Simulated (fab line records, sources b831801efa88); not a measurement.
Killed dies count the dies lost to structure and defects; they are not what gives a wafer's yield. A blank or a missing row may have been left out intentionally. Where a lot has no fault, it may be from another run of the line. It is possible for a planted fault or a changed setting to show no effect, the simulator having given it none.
Matching of chambers :: flow sky130 :: SKY_VIA2_CMP_02 on cmp-02: 4 sister chambers
The step polishes SiO2. 18 wafers are shown with their chamber, then 9 later ones without.

== EACH WAFER AND ITS CHAMBER ==
wafer: L843.2
chamber: 0
motor current A (A): 10.6
retaining ring pressure frac: 1.002
slurry flow ml min: 149.5

wafer: L843.3
chamber: 3
motor current A (A): 11.0
retaining ring pressure frac: 1.001
slurry flow ml min: 149.4

wafer: L843.4
chamber: 1
motor current A (A): 12.0
retaining ring pressure frac: 0.994
slurry flow ml min: 150.8

wafer: L844.3
chamber: 3
motor current A (A): 11.0
retaining ring pressure frac: 0.997
slurry flow ml min: 149.9

wafer: L844.4
chamber: 1
motor current A (A): 12.0
retaining ring pressure frac: 0.996
slurry flow ml min: 149.8

wafer: L844.6
chamber: 2
motor current A (A): 10.9
retaining ring pressure frac: 0.994
slurry flow ml min: 150.0

wafer: L846.1
chamber: 3
motor current A (A): 11.2
retaining ring pressure frac: 0.999
slurry flow ml min: 150.4

wafer: L846.2
chamber: 2
motor current A (A): 10.6
retaining ring pressure frac: 1.000
slurry flow ml min: 149.9

wafer: L846.3
chamber: 1
motor current A (A): 11.6
retaining ring pressure frac: 1.000
slurry flow ml min: 150.1

wafer: L847.1
chamber: 2
motor current A (A): 10.4
retaining ring pressure frac: 0.996
slurry flow ml min: 150.5

wafer: L847.4
chamber: 1
motor current A (A): 11.4
retaining ring pressure frac: 1.008
slurry flow ml min: 149.2

wafer: L847.5
chamber: 1
motor current A (A): 11.7
retaining ring pressure frac: 1.008
slurry flow ml min: 149.7

wafer: L851.1
chamber: 1
motor current A (A): 11.2
retaining ring pressure frac: 1.006
slurry flow ml min: 150.6

wafer: L851.2
chamber: 2
motor current A (A): 11.6
retaining ring pressure frac: 1.000
slurry flow ml min: 150.3

wafer: L851.6
chamber: 0
motor current A (A): 10.5
retaining ring pressure frac: 0.999
slurry flow ml min: 150.1

wafer: L853.2
chamber: 2
motor current A (A): 10.4
retaining ring pressure frac: 0.997
slurry flow ml min: 149.8

wafer: L853.3
chamber: 1
motor current A (A): 11.3
retaining ring pressure frac: 0.997
slurry flow ml min: 150.1

wafer: L853.4
chamber: 3
motor current A (A): 11.7
retaining ring pressure frac: 0.998
slurry flow ml min: 149.3

SIGNATURES (averages over the wafers above)
reading: motor current A
chamber 0: 10.550
chamber 1: 11.600
chamber 2: 10.780
chamber 3: 11.225
scatter within a chamber: 0.374

reading: retaining ring pressure frac
chamber 0: 1.00050
chamber 1: 1.00129
chamber 2: 0.99740
chamber 3: 0.99875
scatter within a chamber: 0.00426

reading: slurry flow ml min
chamber 0: 149.800
chamber 1: 150.043
chamber 2: 150.100
chamber 3: 149.750
scatter within a chamber: 0.468
Rule: for each reading, subtract the chamber's mean from the wafer's reading, divide by that reading's scatter and square the result; add these up over the readings and take the root, which gives the wafer's distance from the chamber. The wafer belongs to the nearest chamber; if the next one is less than 2 further off, it can't be placed. The scatter: the root of (the sum of the squares of (reading less its chamber's mean) over the shown wafers, divided by (wafers less chambers)).

== WAFERS WITHOUT THEIR CHAMBER ==
wafer: L862.1
motor current A (A): 10.3
retaining ring pressure frac: 0.997
slurry flow ml min: 150.8

wafer: L862.5
motor current A (A): 11.8
retaining ring pressure frac: 0.997
slurry flow ml min: 151.0

wafer: L862.6
motor current A (A): 10.1
retaining ring pressure frac: 0.996
slurry flow ml min: 150.5

wafer: L863.2
motor current A (A): 10.6
retaining ring pressure frac: 0.997
slurry flow ml min: 150.1

wafer: L863.4
motor current A (A): 11.3
retaining ring pressure frac: 0.999
slurry flow ml min: 150.4

wafer: L863.5
motor current A (A): 11.2
retaining ring pressure frac: 1.003
slurry flow ml min: 150.0

wafer: L866.1
motor current A (A): 10.9
retaining ring pressure frac: 1.002
slurry flow ml min: 149.8

wafer: L866.2
motor current A (A): 11.6
retaining ring pressure frac: 0.997
slurry flow ml min: 151.5

wafer: L866.4
motor current A (A): 11.2
retaining ring pressure frac: 0.997
slurry flow ml min: 150.2

== EACH ONE'S CHAMBER ==
wafer: L862.1
from the rows above: can't be placed: 2 or 0 or 3 or 1
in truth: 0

wafer: L862.5
from the rows above: can't be placed: 1 or 3 or 2 or 0
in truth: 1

wafer: L862.6
from the rows above: can't be placed: 2 or 0 or 3
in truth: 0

wafer: L863.2
from the rows above: can't be placed: 2 or 0 or 3
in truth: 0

wafer: L863.4
from the rows above: can't be placed: 1 or 3 or 2 or 0
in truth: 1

wafer: L863.5
from the rows above: can't be placed: 3 or 1 or 2 or 0
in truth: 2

wafer: L866.1
from the rows above: can't be placed: 0 or 3 or 2 or 1
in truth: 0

wafer: L866.2
from the rows above: can't be placed: 1 or 2 or 3 or 0
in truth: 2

wafer: L866.4
from the rows above: can't be placed: 3 or 2 or 1 or 0
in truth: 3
Correctly placed: 0 of 9. From these rows, 9 cannot be placed; in 9 the true chamber is one of the candidates. Number placed wrongly: 0.
